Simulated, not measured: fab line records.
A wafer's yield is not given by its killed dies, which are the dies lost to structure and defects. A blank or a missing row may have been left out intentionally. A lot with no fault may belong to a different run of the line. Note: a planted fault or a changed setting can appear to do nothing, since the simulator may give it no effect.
Which tool did it? :: flow gf180mcu :: 13 lots with 39 wafers sampled at 5 steps, on a route of 602 steps

WHAT THE GAUGES READ, wafer by wafer
GF_HV_LDD_OVL_MEAS_08. Usual: for HV_LDD_OVL the level is -0.2 nm and the standard deviation is 1.5.
lot: L830
measured: day 10 07:14
on: overlay-02
HV_LDD_OVL (nm): 0.3 -0.4 -0.6
flag: 

lot: L832
measured: day 10 12:56
on: overlay-02
HV_LDD_OVL (nm): 0.1 -0.2 -0.3
flag: 

lot: L831
measured: day 10 16:17
on: overlay-02
HV_LDD_OVL (nm): 2.9 2.6 3.8
flag: 

lot: L834
measured: day 11 07:14
on: overlay-02
HV_LDD_OVL (nm): -1.6 -2.1 -1.0
flag: 

lot: L835
measured: day 11 13:44
on: overlay-01
HV_LDD_OVL (nm): 0.0 1.5 0.9
flag: 

lot: L837
measured: day 12 02:11
on: overlay-01
HV_LDD_OVL (nm): -0.6 -0.6 -0.1
flag: 

lot: L840
measured: day 13 00:05
on: overlay-02
HV_LDD_OVL (nm): -2.9 -1.6 -2.8
flag: 

lot: L841
measured: day 13 08:17
on: overlay-02
HV_LDD_OVL (nm): -0.5 -0.5 -1.8
flag: 

lot: L843
measured: day 14 03:23
on: overlay-01
HV_LDD_OVL (nm): -2.1 -2.1 -1.7
flag: 

lot: L844
measured: day 14 12:35
on: overlay-01
HV_LDD_OVL (nm): -1.1 -0.2 -1.1
flag: 

GF_V2_CD_MEAS_14: target cd 260 nm. Usual: 259.6 nm for cd nm, sd 1.2.
lot: L830
measured: day 20 15:17
on: cd sem-02
cd nm (nm): 258.9 259.6 260.3
flag: 

lot: L832
measured: day 20 23:04
on: cd sem-02
cd nm (nm): 261.5 261.5 260.8
flag: 

lot: L831
measured: day 21 02:52
on: cd sem-01
cd nm (nm): 257.6 257.7 259.0
flag: 

lot: L834
measured: day 21 23:20
on: cd sem-01
cd nm (nm): 260.7 260.8 260.2
flag: 

lot: L835
measured: day 22 07:22
on: cd sem-01
cd nm (nm): 257.9 259.2 257.6
flag: 

lot: L837
measured: day 22 18:18
on: cd sem-01
cd nm (nm): 258.5 259.4 258.7
flag: 

lot: L840
measured: day 24 01:05
on: cd sem-02
cd nm (nm): 259.6 259.2 259.9
flag: 

lot: L841
measured: day 24 06:31
on: cd sem-01
cd nm (nm): 257.6 257.5 258.2
flag: 

lot: L843
measured: day 25 04:44
on: cd sem-01
cd nm (nm): 257.1 257.6 258.0
flag: 

lot: L844
measured: day 25 13:55
on: cd sem-02
cd nm (nm): 260.7 259.7 260.6
flag: 

WHICH TOOL RAN EACH LOT (tool, then ch and the chambers of the sampled wafers, then the start)
lot: L830
GF_POLY_GATE_ETCH_13: rie si-01 ch 1,2, day 9 12:40
GF_POLY_GATE_STRIP_14: plasma asher-01 ch 0,1, day 9 12:43
GF_V1_CMP_26: cmp-01 ch 0,1, day 18 12:19

lot: L832
GF_POLY_GATE_ETCH_13: rie si-01 ch 1,2,3, day 9 17:16
GF_POLY_GATE_STRIP_14: plasma asher-01 ch 0,1, day 9 17:20
GF_V1_CMP_26: cmp-01 ch 0,2,3, day 18 20:49

lot: L831
GF_POLY_GATE_ETCH_13: rie si-01 ch 1,2,3, day 9 19:46
GF_POLY_GATE_STRIP_14: plasma asher-01 ch 0,1, day 9 19:50
GF_V1_CMP_26: cmp-02 ch 0,2,3, day 19 00:50

lot: L834
GF_POLY_GATE_ETCH_13: rie si-02 ch 1,3, day 10 11:46
GF_POLY_GATE_STRIP_14: plasma asher-02 ch 0,1, day 10 11:50
GF_V1_CMP_26: cmp-01 ch 0,3, day 19 20:19

lot: L835
GF_POLY_GATE_ETCH_13: rie si-02 ch 0,2,3, day 10 17:29
GF_POLY_GATE_STRIP_14: plasma asher-02 ch 0,1, day 10 17:32
GF_V1_CMP_26: cmp-01 ch 0,1,3, day 20 05:34

lot: L837
GF_POLY_GATE_ETCH_13: rie si-02 ch 0,1,2, day 11 06:01
GF_POLY_GATE_STRIP_14: plasma asher-04 ch 0,1, day 11 06:07
GF_V1_CMP_26: cmp-01 ch 1,2,3, day 20 16:50

lot: L840
GF_POLY_GATE_ETCH_13: rie si-01 ch 1,2,3, day 12 02:22
GF_POLY_GATE_STRIP_14: plasma asher-02 ch 0,1, day 12 02:26
GF_V1_CMP_26: cmp-02 ch 0,1,2, day 22 00:58

lot: L841
GF_POLY_GATE_ETCH_13: rie si-02 ch 0,1,2, day 12 11:38
GF_POLY_GATE_STRIP_14: plasma asher-02 ch 0,1, day 12 11:41
GF_V1_CMP_26: cmp-01 ch 0,1,2, day 22 07:03

lot: L843
GF_POLY_GATE_ETCH_13: rie si-01 ch 0,3, day 13 03:07
GF_POLY_GATE_STRIP_14: plasma asher-02 ch 0,1, day 13 03:11
GF_V1_CMP_26: cmp-02 ch 0,1,2, day 23 06:20

lot: L844
GF_POLY_GATE_ETCH_13: rie si-02 ch 0,1, day 13 13:46
GF_POLY_GATE_STRIP_14: plasma asher-02 ch 0,1, day 13 13:49
GF_V1_CMP_26: cmp-02 ch 0,3, day 23 15:25

lot: L848
GF_POLY_GATE_ETCH_13: rie si-01 ch 0,1,2, day 14 16:28
GF_POLY_GATE_STRIP_14: plasma asher-01 ch 0,1, day 14 16:32
GF_V1_CMP_26: -

lot: L849
GF_POLY_GATE_ETCH_13: rie si-02 ch 0,1,2, day 15 00:16
GF_POLY_GATE_STRIP_14: plasma asher-01 ch 0,1, day 15 00:19
GF_V1_CMP_26: -

lot: L850
GF_POLY_GATE_ETCH_13: rie si-02 ch 0,3, day 15 06:31
GF_POLY_GATE_STRIP_14: plasma asher-04 ch 0,1, day 15 06:35
GF_V1_CMP_26: -
- GF_POLY_GATE_ETCH_13: etches poly-Si in HBr/Cl2, stops on SiO2, target depth 198.5 nm, time 69.6 s.
- GF_POLY_GATE_STRIP_14: strips in O2/N2.
- GF_V1_CMP_26: polishes, stops on SiO2, t overpolish 15 s, target thk 0 nm.

AS READ BY THE TOOLS THEMSELVES (means over the sampled wafers that have a number; for cases with no such wafer, the mark the record gives instead)
GF_POLY_GATE_ETCH_13. Usual: HBr_flow_sccm 150.0 sccm, standard deviation 0.46; bias w 100.0 W, standard deviation 0.3; drypump motor current A 5.7 A, standard deviation 0.46; oes product au 0.993 a.u., standard deviation 0.0077; throttle valve pct 33.685 %, standard deviation 0.0091.
lot: L830
tool: rie si-01
HBr_flow_sccm (sccm): 149.9
bias w (W): 99.9
drypump motor current A (A): 6.5
oes product au (a.u.): 0.997
throttle valve pct (%): 33.679
flag: 

lot: L832
tool: rie si-01
HBr_flow_sccm (sccm): 150.2
bias w (W): 100.1
drypump motor current A (A): 6.0
oes product au (a.u.): 1.003
throttle valve pct (%): 33.690
flag: 

lot: L831
tool: rie si-01
HBr_flow_sccm (sccm): 150.2
bias w (W): 100.1
drypump motor current A (A): 6.0
oes product au (a.u.): 0.997
throttle valve pct (%): 33.683
flag: 

lot: L834
tool: rie si-02
HBr_flow_sccm (sccm): 149.7
bias w (W): 99.9
drypump motor current A (A): 5.4
oes product au (a.u.): 0.989
throttle valve pct (%): 33.679
flag: 

lot: L835
tool: rie si-02
HBr_flow_sccm (sccm): 150.2
bias w (W): 100.2
drypump motor current A (A): 5.5
oes product au (a.u.): 0.992
throttle valve pct (%): 33.689
flag: 

lot: L837
tool: rie si-02
HBr_flow_sccm (sccm): 150.0
bias w (W): 100.1
drypump motor current A (A): 5.7
oes product au (a.u.): 0.987
throttle valve pct (%): 33.681
flag: 

lot: L840
tool: rie si-01
HBr_flow_sccm (sccm): 150.1
bias w (W): 99.9
drypump motor current A (A): 6.0
oes product au (a.u.): 0.991
throttle valve pct (%): 33.686
flag: 

lot: L841
tool: rie si-02
HBr_flow_sccm (sccm): 150.0
bias w (W): 99.9
drypump motor current A (A): 5.7
oes product au (a.u.): 0.984
throttle valve pct (%): 33.679
flag: 

lot: L843
tool: rie si-01
HBr_flow_sccm (sccm): 150.3
bias w (W): 100.2
drypump motor current A (A): 5.4
oes product au (a.u.): 0.984
throttle valve pct (%): 33.679
flag: 

lot: L844
tool: rie si-02
HBr_flow_sccm (sccm): 150.0
bias w (W): 100.2
drypump motor current A (A): 5.7
oes product au (a.u.): 0.997
throttle valve pct (%): 33.686
flag: 

lot: L848
tool: rie si-01
HBr_flow_sccm (sccm): -
bias w (W): -
drypump motor current A (A): -
oes product au (a.u.): -
throttle valve pct (%): -
flag: OFF

lot: L849
tool: rie si-02
HBr_flow_sccm (sccm): -
bias w (W): -
drypump motor current A (A): -
oes product au (a.u.): -
throttle valve pct (%): -
flag: OFF

lot: L850
tool: rie si-02
HBr_flow_sccm (sccm): -
bias w (W): -
drypump motor current A (A): -
oes product au (a.u.): -
throttle valve pct (%): -
flag: OFF

GF_POLY_GATE_STRIP_14. Usual: drypump motor current A 5.9 A, standard deviation 0.74; heater power w 328 W, standard deviation 24; oes product au 0.505 a.u., standard deviation 0.0047.
lot: L830
tool: plasma asher-01
drypump motor current A (A): 6.1
heater power w (W): 347
oes product au (a.u.): 0.506
flag: 

lot: L832
tool: plasma asher-01
drypump motor current A (A): 6.1
heater power w (W): 349
oes product au (a.u.): 0.508
flag: 

lot: L831
tool: plasma asher-01
drypump motor current A (A): 6.2
heater power w (W): 348
oes product au (a.u.): 0.502
flag: 

lot: L834
tool: plasma asher-02
drypump motor current A (A): 6.1
heater power w (W): 314
oes product au (a.u.): 0.502
flag: 

lot: L835
tool: plasma asher-02
drypump motor current A (A): 5.9
heater power w (W): 314
oes product au (a.u.): 0.506
flag: 

lot: L837
tool: plasma asher-04
drypump motor current A (A): 5.5
heater power w (W): 327
oes product au (a.u.): 0.502
flag: 

lot: L840
tool: plasma asher-02
drypump motor current A (A): 6.1
heater power w (W): 309
oes product au (a.u.): 0.508
flag: 

lot: L841
tool: plasma asher-02
drypump motor current A (A): 5.9
heater power w (W): 313
oes product au (a.u.): 0.504
flag: 

lot: L843
tool: plasma asher-02
drypump motor current A (A): 5.9
heater power w (W): 317
oes product au (a.u.): 0.505
flag: 

lot: L844
tool: plasma asher-02
drypump motor current A (A): 6.2
heater power w (W): 315
oes product au (a.u.): 0.503
flag: 

lot: L848
tool: plasma asher-01
drypump motor current A (A): 6.1
heater power w (W): 349
oes product au (a.u.): 0.538
flag: OFF

lot: L849
tool: plasma asher-01
drypump motor current A (A): 5.6
heater power w (W): 325
oes product au (a.u.): 0.548
flag: OFF

lot: L850
tool: plasma asher-04
drypump motor current A (A): 6.1
heater power w (W): 333
oes product au (a.u.): 0.546
flag: OFF

GF_V1_CMP_26. Usual: motor current A 10.8 A, standard deviation 0.62; overpolish run s 15.000 s, standard deviation 0.0094; time to endpoint s 84 s, standard deviation 3.5.
lot: L830
tool: cmp-01
motor current A (A): 10.4
overpolish run s (s): 14.994
time to endpoint s (s): 87
flag: 

lot: L832
tool: cmp-01
motor current A (A): 10.6
overpolish run s (s): 15.002
time to endpoint s (s): 83
flag: 

lot: L831
tool: cmp-02
motor current A (A): 11.0
overpolish run s (s): 14.994
time to endpoint s (s): 86
flag: 

lot: L834
tool: cmp-01
motor current A (A): 11.1
overpolish run s (s): 15.003
time to endpoint s (s): 87
flag: 

lot: L835
tool: cmp-01
motor current A (A): 10.8
overpolish run s (s): 14.996
time to endpoint s (s): 85
flag: 

lot: L837
tool: cmp-01
motor current A (A): 10.6
overpolish run s (s): 15.006
time to endpoint s (s): 84
flag: 

lot: L840
tool: cmp-02
motor current A (A): 11.0
overpolish run s (s): 15.001
time to endpoint s (s): 84
flag: 

lot: L841
tool: cmp-01
motor current A (A): 10.3
overpolish run s (s): 14.996
time to endpoint s (s): 86
flag: 

lot: L843
tool: cmp-02
motor current A (A): 11.1
overpolish run s (s): 14.989
time to endpoint s (s): 83
flag: 

lot: L844
tool: cmp-02
motor current A (A): 10.7
overpolish run s (s): 15.002
time to endpoint s (s): 85
flag: 

THE ANSWER, worked out from the rows above alone
Rule: a lot counts as off when the mean over its wafers that have a number is more than 3 standard deviations away from the usual mean. A lot without any number at a reading at which 4 lots or more have one is off too. The other lots that the step has rows for count as sound. The gauges are gone through in route order, then the tools' own readings, and for those a lot's mean is taken as printed above. The first step at which some lot is off is used, and at that step the reading that is off furthest; a lot without a number counts as furthest.
Off: L848, L849, L850, at GF_POLY_GATE_ETCH_13 (HBr_flow_sccm). Without a number there: L848, L849, L850.
A tool fits if, at that step or a process step before it, it ran every lot that is off, and no sound lot after the first of them. Not one of the candidates tried fits.

WHAT WAS PUT IN BY THE SIMULATOR
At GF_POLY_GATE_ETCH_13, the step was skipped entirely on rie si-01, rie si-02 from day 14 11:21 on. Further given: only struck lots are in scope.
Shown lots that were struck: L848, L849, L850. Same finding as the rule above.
